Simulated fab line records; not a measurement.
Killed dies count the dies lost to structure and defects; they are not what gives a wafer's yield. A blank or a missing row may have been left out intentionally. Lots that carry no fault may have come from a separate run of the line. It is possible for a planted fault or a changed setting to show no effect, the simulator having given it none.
Which tool did it?    flow gf180mcu    6 lots with 17 wafers sampled at 4 steps, on a route of 602 steps

## WHAT EACH GAUGE READ, for each wafer
GF_V2_CD_MEAS_14 targets a cd of 260 nm.
lot   measured      on         cd-nm (nm)
L510  day 20 17:50  cd-sem-01  260.1 259.6 260.4
L512  day 21 01:43  cd-sem-02  262.5 262.0 262.0
L517  day 23 01:22  cd-sem-01  259.4 264.6
L525  day 25 18:48  cd-sem-01  262.0 260.4 261.2
L528  day 26 11:37  cd-sem-01  260.8 261.4 260.2
L531  day 27 05:47  cd-sem-02  258.6 259.7 258.7

## WHAT TOOL EACH LOT RAN ON (gives the tool, then ch and the chambers of the sampled wafers, and finally the start)
lot   GF_M2_SPUTTER_02              GF_V2_CMP_04                   GF_V2_PEB_12
L510  pvd-sputter-01, day 18 14:12  cmp-01 ch 0,2,3, day 19 16:02  litho-track-03 ch 0, day 20 17:03
L512  pvd-sputter-01, day 18 22:27  cmp-01 ch 0,1, day 20 00:34    litho-track-03 ch 0, day 21 01:23
L517  pvd-sputter-01, day 21 01:11  cmp-02 ch 1,3, day 22 01:37    litho-track-03 ch 0, day 23 01:02
L525  pvd-sputter-03, day 23 22:49  cmp-01 ch 1,2,3, day 24 21:01  litho-track-02 ch 0, day 25 18:26
L528  pvd-sputter-03, day 24 16:30  cmp-01 ch 0,1,2, day 25 15:08  litho-track-03 ch 0, day 26 11:16
L531  pvd-sputter-03, day 25 11:18  cmp-01 ch 0,1,2, day 26 09:52  litho-track-01 ch 0, day 27 05:26
- GF_M2_SPUTTER_02: material AlCu, target thk 450 nm, time 23.9 s.
- GF_V2_CMP_04: polishes SiO2.
- GF_V2_PEB_12: peb time 90 s.

## THE ANSWER, worked out from the rows above alone
Rule: what is usual is taken from the lots themselves. The widest of any qualifying gaps counts: lots, ordered by their means at a reading, are off when they make up no more than a third of the lots, leave a main group of 4 or more, and stand apart from it by 3 or more times the standard deviation of that group's means. The tables above print the reading to a certain number of digits; a main group whose means all agree to those digits is not used. Also off: a lot with no number at a reading for which 4 or more lots have one. All remaining lots with rows at the step are treated as sound.
No lot is off at any reading shown: from this, nothing can be told.

## WHAT HAD BEEN PUT IN BY THE SIMULATOR
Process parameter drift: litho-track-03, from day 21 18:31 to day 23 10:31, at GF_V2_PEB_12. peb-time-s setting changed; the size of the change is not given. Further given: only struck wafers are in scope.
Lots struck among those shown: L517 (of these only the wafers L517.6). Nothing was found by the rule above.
